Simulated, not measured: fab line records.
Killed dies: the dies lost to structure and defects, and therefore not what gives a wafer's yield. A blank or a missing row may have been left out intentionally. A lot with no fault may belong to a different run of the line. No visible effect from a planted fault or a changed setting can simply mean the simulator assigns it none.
The tool behind it: which one? / flow gf180mcu / Sampling: 14 lots, 42 wafers, 5 of 602 route steps

## WHAT EACH GAUGE READ, for each wafer
GF_NWELL_OVL_MEAS_07. Usual: NWELL_OVL 1.0 nm, standard deviation 1.4.
lot=L835; measured=day 3 19:55; on=overlay-01; NWELL_OVL (nm)=-0.4 0.7 -0.8; flag=
lot=L837; measured=day 4 05:14; on=overlay-01; NWELL_OVL (nm)=2.5 1.4 2.1; flag=
lot=L840; measured=day 5 00:55; on=overlay-02; NWELL_OVL (nm)=3.7 1.8 2.8; flag=
lot=L841; measured=day 5 05:03; on=overlay-01; NWELL_OVL (nm)=-0.7 0.7 1.1; flag=
lot=L842; measured=day 5 08:32; on=overlay-01; NWELL_OVL (nm)=1.5 1.8 1.9; flag=
lot=L843; measured=day 5 13:04; on=overlay-01; NWELL_OVL (nm)=1.4 1.8 -0.2; flag=
lot=L844; measured=day 5 22:39; on=overlay-02; NWELL_OVL (nm)=4.2 4.2 2.9; flag=
lot=L846; measured=day 6 08:28; on=overlay-02; NWELL_OVL (nm)=1.6 -1.6 -1.0; flag=
lot=L847; measured=day 6 12:37; on=overlay-02; NWELL_OVL (nm)=1.7 0.4 1.2; flag=
lot=L848; measured=day 6 16:39; on=overlay-02; NWELL_OVL (nm)=0.4 2.5 1.7; flag=
lot=L852; measured=day 7 16:56; on=overlay-01; NWELL_OVL (nm)=-0.1 -2.3 -0.5; flag=
lot=L853; measured=day 7 19:52; on=overlay-01; NWELL_OVL (nm)=1.1 1.9 1.7; flag=
lot=L855; measured=day 8 07:16; on=overlay-02; NWELL_OVL (nm)=1.5 1.7 0.2; flag=
lot=L856; measured=day 8 14:43; on=overlay-02; NWELL_OVL (nm)=1.8 1.1 1.7; flag=

GF_DUAL_GATE_OVL_MEAS_11. Usual: DUAL_GATE_OVL 0.4 nm, standard deviation 1.3.
lot=L835; measured=day 8 20:55; on=overlay-02; DUAL_GATE_OVL (nm)=3.1 2.4 2.7; flag=
lot=L837; measured=day 9 09:16; on=overlay-02; DUAL_GATE_OVL (nm)=1.4 0.0 0.4; flag=
lot=L840; measured=day 10 10:58; on=overlay-01; DUAL_GATE_OVL (nm)=0.2 0.5 -0.7; flag=
lot=L841; measured=day 10 15:07; on=overlay-01; DUAL_GATE_OVL (nm)=1.1 -1.0 0.9; flag=
lot=L842; measured=day 10 19:46; on=overlay-01; DUAL_GATE_OVL (nm)=1.0 0.9 2.1; flag=
lot=L843; measured=day 11 01:55; on=overlay-01; DUAL_GATE_OVL (nm)=2.6 2.3 1.9; flag=
lot=L844; measured=day 11 11:58; on=overlay-02; DUAL_GATE_OVL (nm)=0.5 0.5 -1.0; flag=
lot=L846; measured=day 12 03:19; on=overlay-02; DUAL_GATE_OVL (nm)=0.7 1.1 1.4; flag=
lot=L847; measured=day 12 07:43; on=overlay-02; DUAL_GATE_OVL (nm)=0.7 -2.4 -0.6; flag=
lot=L848; measured=day 12 15:16; on=overlay-02; DUAL_GATE_OVL (nm)=0.8 1.1 1.5; flag=
lot=L852; measured=day 13 23:07; on=overlay-02; DUAL_GATE_OVL (nm)=-0.4 1.6 0.2; flag=
lot=L853; measured=day 14 01:16; on=overlay-02; DUAL_GATE_OVL (nm)=-2.2 -1.8 0.5; flag=
lot=L855; measured=day 14 19:35; on=overlay-02; DUAL_GATE_OVL (nm)=-0.5 -2.1 -1.2; flag=
lot=L856; measured=day 15 03:55; on=overlay-02; DUAL_GATE_OVL (nm)=-0.6 -1.7 -0.6; flag=

## WHAT TOOL EACH LOT RAN ON (gives the tool, then ch and the chambers of the sampled wafers, and finally the start)
lot=L835; GF_STI_ETCH_13=rieDiel-03 ch 0,1,3, day 2 11:43; GF_NWELL_COAT_02=lithoTrack-04 ch 0, day 3 13:32; GF_NWELL_STRIP_10=plasmaAsher-04 ch 0,1, day 3 20:15
lot=L837; GF_STI_ETCH_13=rieDiel-03 ch 0,1,3, day 2 21:25; GF_NWELL_COAT_02=lithoTrack-02 ch 0, day 3 22:46; GF_NWELL_STRIP_10=plasmaAsher-01 ch 0,1, day 4 05:35
lot=L840; GF_STI_ETCH_13=rieDiel-03 ch 0,1, day 3 12:45; GF_NWELL_COAT_02=lithoTrack-03 ch 0, day 4 17:59; GF_NWELL_STRIP_10=plasmaAsher-01 ch 0, day 5 01:15
lot=L841; GF_STI_ETCH_13=rieDiel-03 ch 0,1,3, day 3 20:26; GF_NWELL_COAT_02=lithoTrack-04 ch 0, day 4 21:46; GF_NWELL_STRIP_10=plasmaAsher-01 ch 0,1, day 5 05:23
lot=L842; GF_STI_ETCH_13=rieDiel-04 ch 0,3, day 4 00:29; GF_NWELL_COAT_02=lithoTrack-04 ch 0, day 5 01:38; GF_NWELL_STRIP_10=plasmaAsher-03 ch 0,1, day 5 08:53
lot=L843; GF_STI_ETCH_13=rieDiel-04 ch 1,2, day 4 03:58; GF_NWELL_COAT_02=lithoTrack-02 ch 0, day 5 06:16; GF_NWELL_STRIP_10=plasmaAsher-04 ch 0,1, day 5 13:24
lot=L844; GF_STI_ETCH_13=rieDiel-03 ch 0,1,2, day 4 14:19; GF_NWELL_COAT_02=lithoTrack-04 ch 0, day 5 14:46; GF_NWELL_STRIP_10=plasmaAsher-01 ch 1, day 5 22:59
lot=L846; GF_STI_ETCH_13=rieDiel-03 ch 0,1,2, day 4 20:07; GF_NWELL_COAT_02=lithoTrack-04 ch 0, day 6 01:08; GF_NWELL_STRIP_10=plasmaAsher-01 ch 0, day 6 08:48
lot=L847; GF_STI_ETCH_13=rieDiel-04 ch 0,1,2, day 5 03:17; GF_NWELL_COAT_02=lithoTrack-04 ch 0, day 6 05:08; GF_NWELL_STRIP_10=plasmaAsher-04 ch 0,1, day 6 12:57
lot=L848; GF_STI_ETCH_13=rieDiel-03 ch 0,1,2, day 5 06:17; GF_NWELL_COAT_02=lithoTrack-02 ch 0, day 6 08:56; GF_NWELL_STRIP_10=plasmaAsher-04 ch 0,1, day 6 16:59
lot=L852; GF_STI_ETCH_13=rieDiel-04 ch 0,1, day 6 02:44; GF_NWELL_COAT_02=lithoTrack-03 ch 0, day 7 09:16; GF_NWELL_STRIP_10=plasmaAsher-04 ch 0,1, day 7 17:17
lot=L853; GF_STI_ETCH_13=rieDiel-01 ch 0,1,2, day 6 07:56; GF_NWELL_COAT_02=lithoTrack-02 ch 0, day 7 11:44; GF_NWELL_STRIP_10=plasmaAsher-04 ch 0,1, day 7 20:12
lot=L855; GF_STI_ETCH_13=rieDiel-01 ch 0,1, day 6 19:02; GF_NWELL_COAT_02=lithoTrack-03 ch 0, day 7 23:29; GF_NWELL_STRIP_10=plasmaAsher-04 ch 0,1, day 8 07:36
lot=L856; GF_STI_ETCH_13=rieDiel-03 ch 1,2,3, day 7 02:35; GF_NWELL_COAT_02=lithoTrack-03 ch 0, day 8 06:34; GF_NWELL_STRIP_10=plasmaAsher-01 ch 0,1, day 8 15:03
- GF_STI_ETCH_13: etches the open film in CHF3/O2, stops on Si, target depth 282.31 nm, time 112.9 s.
- GF_NWELL_COAT_02: resist thk 3000 nm.
- GF_NWELL_STRIP_10: strips in O2/N2.

## AS READ BY THE TOOLS THEMSELVES (means over the sampled wafers that have a number; for cases with no such wafer, the mark the record gives instead)
GF_STI_ETCH_13. Usual: biasW 200.0 W, standard deviation 0.67; drypumpMotorCurrentA 5.8 A, standard deviation 0.37; oesProductAu 0.834 a.u., standard deviation 0.0054; throttleValvePct 8.812 %, standard deviation 0.0089.
lot=L835; tool=rieDiel-03; biasW (W)=200.2; drypumpMotorCurrentA (A)=5.7; oesProductAu (a.u.)=0.839; throttleValvePct (%)=8.810; flag=
lot=L837; tool=rieDiel-03; biasW (W)=200.0; drypumpMotorCurrentA (A)=5.8; oesProductAu (a.u.)=0.832; throttleValvePct (%)=8.807; flag=
lot=L840; tool=rieDiel-03; biasW (W)=199.6; drypumpMotorCurrentA (A)=6.1; oesProductAu (a.u.)=0.837; throttleValvePct (%)=8.818; flag=
lot=L841; tool=rieDiel-03; biasW (W)=200.4; drypumpMotorCurrentA (A)=5.8; oesProductAu (a.u.)=0.837; throttleValvePct (%)=8.813; flag=
lot=L842; tool=rieDiel-04; biasW (W)=200.3; drypumpMotorCurrentA (A)=5.5; oesProductAu (a.u.)=0.834; throttleValvePct (%)=8.804; flag=
lot=L843; tool=rieDiel-04; biasW (W)=200.0; drypumpMotorCurrentA (A)=5.9; oesProductAu (a.u.)=0.837; throttleValvePct (%)=8.810; flag=
lot=L844; tool=rieDiel-03; biasW (W)=199.4; drypumpMotorCurrentA (A)=5.9; oesProductAu (a.u.)=0.837; throttleValvePct (%)=8.820; flag=
lot=L846; tool=rieDiel-03; biasW (W)=199.7; drypumpMotorCurrentA (A)=5.9; oesProductAu (a.u.)=0.831; throttleValvePct (%)=8.808; flag=
lot=L847; tool=rieDiel-04; biasW (W)=199.9; drypumpMotorCurrentA (A)=5.7; oesProductAu (a.u.)=0.834; throttleValvePct (%)=8.813; flag=
lot=L848; tool=rieDiel-03; biasW (W)=200.2; drypumpMotorCurrentA (A)=5.9; oesProductAu (a.u.)=0.838; throttleValvePct (%)=8.823; flag=
lot=L852; tool=rieDiel-04; biasW (W)=200.0; drypumpMotorCurrentA (A)=5.5; oesProductAu (a.u.)=0.827; throttleValvePct (%)=8.815; flag=
lot=L853; tool=rieDiel-01; biasW (W)=200.1; drypumpMotorCurrentA (A)=6.1; oesProductAu (a.u.)=0.831; throttleValvePct (%)=8.810; flag=
lot=L855; tool=rieDiel-01; biasW (W)=200.2; drypumpMotorCurrentA (A)=6.2; oesProductAu (a.u.)=0.833; throttleValvePct (%)=8.808; flag=
lot=L856; tool=rieDiel-03; biasW (W)=200.3; drypumpMotorCurrentA (A)=5.7; oesProductAu (a.u.)=0.838; throttleValvePct (%)=8.815; flag=

GF_NWELL_COAT_02. Usual: exhaustPa 45.1 Pa, standard deviation 0.93; resistLineTempC 22.99 C, standard deviation 0.1.
lot=L835; tool=lithoTrack-04; exhaustPa (Pa)=45.0; resistLineTempC (C)=22.94; flag=
lot=L837; tool=lithoTrack-02; exhaustPa (Pa)=45.4; resistLineTempC (C)=23.04; flag=
lot=L840; tool=lithoTrack-03; exhaustPa (Pa)=45.6; resistLineTempC (C)=22.89; flag=
lot=L841; tool=lithoTrack-04; exhaustPa (Pa)=46.3; resistLineTempC (C)=23.02; flag=
lot=L842; tool=lithoTrack-04; exhaustPa (Pa)=44.9; resistLineTempC (C)=23.08; flag=
lot=L843; tool=lithoTrack-02; exhaustPa (Pa)=44.3; resistLineTempC (C)=22.91; flag=
lot=L844; tool=lithoTrack-04; exhaustPa (Pa)=45.2; resistLineTempC (C)=22.93; flag=
lot=L846; tool=lithoTrack-04; exhaustPa (Pa)=46.0; resistLineTempC (C)=23.06; flag=
lot=L847; tool=lithoTrack-04; exhaustPa (Pa)=44.7; resistLineTempC (C)=23.10; flag=
lot=L848; tool=lithoTrack-02; exhaustPa (Pa)=45.6; resistLineTempC (C)=22.94; flag=
lot=L852; tool=lithoTrack-03; exhaustPa (Pa)=45.7; resistLineTempC (C)=23.08; flag=
lot=L853; tool=lithoTrack-02; exhaustPa (Pa)=46.5; resistLineTempC (C)=23.16; flag=
lot=L855; tool=lithoTrack-03; exhaustPa (Pa)=44.4; resistLineTempC (C)=23.00; flag=
lot=L856; tool=lithoTrack-03; exhaustPa (Pa)=44.9; resistLineTempC (C)=23.12; flag=

GF_NWELL_STRIP_10. Usual: drypumpMotorCurrentA 6.05 A, standard deviation 0.29; heaterPowerW 334 W, standard deviation 38; oesProductAu 0.723 a.u., standard deviation 0.0046; stripTimeToEndpointS 36.95 s, standard deviation 0.14.
lot=L835; tool=plasmaAsher-04; drypumpMotorCurrentA (A)=6.13; heaterPowerW (W)=301; oesProductAu (a.u.)=0.722; stripTimeToEndpointS (s)=36.90; flag=
lot=L837; tool=plasmaAsher-01; drypumpMotorCurrentA (A)=5.89; heaterPowerW (W)=381; oesProductAu (a.u.)=0.724; stripTimeToEndpointS (s)=36.83; flag=
lot=L840; tool=plasmaAsher-01; drypumpMotorCurrentA (A)=6.45; heaterPowerW (W)=382; oesProductAu (a.u.)=0.723; stripTimeToEndpointS (s)=36.97; flag=
lot=L841; tool=plasmaAsher-01; drypumpMotorCurrentA (A)=6.18; heaterPowerW (W)=381; oesProductAu (a.u.)=0.725; stripTimeToEndpointS (s)=36.83; flag=
lot=L842; tool=plasmaAsher-03; drypumpMotorCurrentA (A)=5.89; heaterPowerW (W)=300; oesProductAu (a.u.)=0.723; stripTimeToEndpointS (s)=36.85; flag=
lot=L843; tool=plasmaAsher-04; drypumpMotorCurrentA (A)=6.12; heaterPowerW (W)=309; oesProductAu (a.u.)=0.728; stripTimeToEndpointS (s)=37.14; flag=
lot=L844; tool=plasmaAsher-01; drypumpMotorCurrentA (A)=5.59; heaterPowerW (W)=378; oesProductAu (a.u.)=0.720; stripTimeToEndpointS (s)=36.85; flag=
lot=L846; tool=plasmaAsher-01; drypumpMotorCurrentA (A)=6.45; heaterPowerW (W)=381; oesProductAu (a.u.)=0.718; stripTimeToEndpointS (s)=19.52; flag=OFF
lot=L847; tool=plasmaAsher-04; drypumpMotorCurrentA (A)=6.14; heaterPowerW (W)=303; oesProductAu (a.u.)=0.716; stripTimeToEndpointS (s)=19.53; flag=OFF
lot=L848; tool=plasmaAsher-04; drypumpMotorCurrentA (A)=6.13; heaterPowerW (W)=301; oesProductAu (a.u.)=0.722; stripTimeToEndpointS (s)=37.10; flag=
lot=L852; tool=plasmaAsher-04; drypumpMotorCurrentA (A)=6.13; heaterPowerW (W)=301; oesProductAu (a.u.)=0.719; stripTimeToEndpointS (s)=36.85; flag=
lot=L853; tool=plasmaAsher-04; drypumpMotorCurrentA (A)=6.13; heaterPowerW (W)=309; oesProductAu (a.u.)=0.721; stripTimeToEndpointS (s)=36.93; flag=
lot=L855; tool=plasmaAsher-04; drypumpMotorCurrentA (A)=6.14; heaterPowerW (W)=306; oesProductAu (a.u.)=0.725; stripTimeToEndpointS (s)=36.93; flag=
lot=L856; tool=plasmaAsher-01; drypumpMotorCurrentA (A)=6.16; heaterPowerW (W)=386; oesProductAu (a.u.)=0.721; stripTimeToEndpointS (s)=36.93; flag=

## THE ANSWER, worked out from the rows above alone
Rule: take the mean of a lot's wafers that have a number; if it is more than 3 standard deviations from the usual mean, the lot is off. A lot without any number at a reading at which 4 lots or more have one is off too. All remaining lots with rows at the step are treated as sound. After the gauges, taken in route order, come the tools' own readings; for these a lot's mean is taken, as printed above. At the first step where some lot is off, the reading lying furthest off is the one used; lots without a number count as furthest.
Off at GF_NWELL_STRIP_10 (stripTimeToEndpointS): L846, L847.
A tool fits if, at that step or a process step before it, it ran every lot that is off, and no sound lot after the first of them. One candidate fits, namely lithoTrack-04 at GF_NWELL_COAT_02. Its last sound lot is L844 (day 5 14:46), its first lot that is off L846 (day 6 01:08): a fault that began between those two fits.

## WHAT THE SIMULATOR PUT IN
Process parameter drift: lithoTrack-04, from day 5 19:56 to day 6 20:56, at GF_NWELL_COAT_02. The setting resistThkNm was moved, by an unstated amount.
Lots struck among those shown: L846, L847. The rule above reached the same finding.
